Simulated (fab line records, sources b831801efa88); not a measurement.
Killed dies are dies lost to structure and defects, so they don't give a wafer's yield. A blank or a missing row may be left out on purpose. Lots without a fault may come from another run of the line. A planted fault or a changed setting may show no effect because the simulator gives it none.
Chamber matching | flow sky130 | SKY_VIA4_CMP_02 on cmp-02: 4 sister chambers
The step polishes SiO2. 4 wafers are shown with their chamber, then 12 later ones without.

WAFERS WITH THEIR CHAMBER
wafer  | chamber | motor_current_A (A)
L087.6 | 2       | 12.7
L089.2 | 3       | 9.5
L089.3 | 0       | 13.5
L089.5 | 1       | 12.9

WAFERS WITHOUT THEIR CHAMBER
wafer  | motor_current_A (A)
L090.3 | 10.3
L090.5 | 12.4
L090.6 | 13.1
L093.2 | 12.9
L093.4 | 10.5
L093.6 | 12.9
L094.1 | 12.1
L094.4 | 13.1
L094.6 | 9.6
L096.1 | 12.3
L096.3 | 10.2
L096.4 | 13.5

WHICH CHAMBER EACH WENT THROUGH
wafer  | from the rows above          | in truth
L090.3 | 3                            | 3
L090.5 | can't be placed: 2 or 1 or 0 | 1
L090.6 | can't be placed: 1 or 0 or 2 | 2
L093.2 | can't be placed: 1 or 2 or 0 | 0
L093.4 | 3                            | 3
L093.6 | can't be placed: 1 or 2 or 0 | 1
L094.1 | can't be placed: 2 or 1 or 0 | 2
L094.4 | can't be placed: 1 or 0 or 2 | 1
L094.6 | 3                            | 3
L096.1 | can't be placed: 2 or 1 or 0 | 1
L096.3 | 3                            | 3
L096.4 | can't be placed: 0 or 1 or 2 | 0
Placed correctly: 4 of 12. Can't be placed from these rows: 8 (the true chamber is among the candidates in 8). Placed wrongly: 0.
How it was worked out, from the rows above alone: a wafer's distance from a chamber is the root of the sum, over the readings, of the square of ((its reading less the chamber's mean) divided by the reading's scatter). The wafer belongs to the nearest chamber; if the next one is less than 2 further off, it can't be placed. A chamber's mean is the mean of its shown wafers. The scatter: with one shown wafer a chamber, the root of the mean of the squares of how far each hidden wafer lies from its nearest shown one.
